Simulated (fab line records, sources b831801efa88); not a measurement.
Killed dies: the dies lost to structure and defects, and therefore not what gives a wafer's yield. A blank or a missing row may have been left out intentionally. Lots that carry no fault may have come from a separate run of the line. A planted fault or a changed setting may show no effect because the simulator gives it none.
Which tool was responsible? / flow gf180mcu / 11 lots, 33 wafers sampled, at 3 steps of a route of 602

## WHAT THE GAUGES SHOWED, per wafer
GF_V2_RS_MEAS_24: the measuring method here is four-point-probe.
lot=L705; measured=day 20 10:15; on=film-metro-03; V2_W_RS (ohm/sq)=0.321 0.318 0.326
lot=L706; measured=day 20 21:44; on=film-metro-04; V2_W_RS (ohm/sq)=0.332 0.328 0.335
lot=L708; measured=day 21 14:54; on=film-metro-01; V2_W_RS (ohm/sq)=0.326 0.323 0.325
lot=L710; measured=day 22 17:55; on=film-metro-01; V2_W_RS (ohm/sq)=0.327 0.328 0.324
lot=L713; measured=day 23 16:32; on=film-metro-03; V2_W_RS (ohm/sq)=0.322 0.324 0.321
lot=L715; measured=day 24 10:13; on=film-metro-01; V2_W_RS (ohm/sq)=0.414 0.419 0.421
lot=L716; measured=day 24 16:22; on=film-metro-03; V2_W_RS (ohm/sq)=0.431 0.419 0.425
lot=L723; measured=day 26 23:57; on=film-metro-04; V2_W_RS (ohm/sq)=0.319 0.319 0.321
lot=L724; measured=day 27 05:29; on=film-metro-04; V2_W_RS (ohm/sq)=0.321 0.324 0.328
lot=L726; measured=day 28 02:58; on=film-metro-03; V2_W_RS (ohm/sq)=0.327 0.324 0.331
lot=L727; measured=day 28 04:07; on=film-metro-01; V2_W_RS (ohm/sq)=0.323 0.320 0.328

## EACH LOT AND THE TOOL THAT RAN IT (in order: tool; ch and the chambers of the sampled wafers; start)
lot=L705; GF_V2_CMP_04=cmp-02 ch 0,2,3, day 19 08:53; GF_V2_CVD_23=cvd-w-01 ch 0,1, day 20 10:07
lot=L706; GF_V2_CMP_04=cmp-02 ch 1,2, day 19 20:23; GF_V2_CVD_23=cvd-w-02 ch 1, day 20 21:38
lot=L708; GF_V2_CMP_04=cmp-02 ch 1,2,3, day 20 13:07; GF_V2_CVD_23=cvd-w-02 ch 0,1, day 21 14:47
lot=L710; GF_V2_CMP_04=cmp-02 ch 0,2,3, day 21 16:55; GF_V2_CVD_23=cvd-w-02 ch 0,1, day 22 17:49
lot=L713; GF_V2_CMP_04=cmp-01 ch 2,3, day 22 16:43; GF_V2_CVD_23=cvd-w-01 ch 0,1, day 23 16:25
lot=L715; GF_V2_CMP_04=cmp-01 ch 0,2,3, day 23 10:51; GF_V2_CVD_23=cvd-w-02 ch 0,1, day 24 10:04
lot=L716; GF_V2_CMP_04=cmp-01 ch 0,2,3, day 23 17:19; GF_V2_CVD_23=cvd-w-02 ch 0,1, day 24 16:16
lot=L723; GF_V2_CMP_04=cmp-01 ch 0,1,3, day 26 01:55; GF_V2_CVD_23=cvd-w-01 ch 0,1, day 26 23:49
lot=L724; GF_V2_CMP_04=cmp-01 ch 0,1, day 26 07:01; GF_V2_CVD_23=cvd-w-01 ch 0,1, day 27 05:22
lot=L726; GF_V2_CMP_04=cmp-02 ch 0,1,2, day 27 05:28; GF_V2_CVD_23=cvd-w-02 ch 0,1, day 28 02:50
lot=L727; GF_V2_CMP_04=cmp-02 ch 0,1,3, day 27 06:50; GF_V2_CVD_23=cvd-w-01 ch 0,1, day 28 04:00
- GF_V2_CMP_04: polishes SiO2.
- GF_V2_CVD_23: deposits W, target thk 350 nm, time 104.94 s.

## THE ANSWER, worked out from the rows above alone
Rule: what is usual is taken from the lots themselves. Put in order of their means at a reading, lots are off if they are a third of the lots or fewer, leave a main group of 4 or more, and stand apart from it by a gap of 3 or more times the standard deviation of the main group's means; of several such gaps the widest counts. A main group is skipped when, at the precision printed for the reading in the tables above, its means are all equal. Also off: a lot with no number at a reading for which 4 or more lots have one. The other lots that the step has rows for count as sound.
Off: L715, L716, at GF_V2_RS_MEAS_24 (V2_W_RS). Mean 0.325 ohm/sq and standard deviation 0.0033 in the main group.
If a tool, at a process step before that reading, ran all the lots that are off and no sound lot after the first of them, it fits. The gauges at GF_V2_RS_MEAS_24 are tried like those tools. Not one of the candidates tried fits.

## WHAT HAD BEEN PUT IN BY THE SIMULATOR
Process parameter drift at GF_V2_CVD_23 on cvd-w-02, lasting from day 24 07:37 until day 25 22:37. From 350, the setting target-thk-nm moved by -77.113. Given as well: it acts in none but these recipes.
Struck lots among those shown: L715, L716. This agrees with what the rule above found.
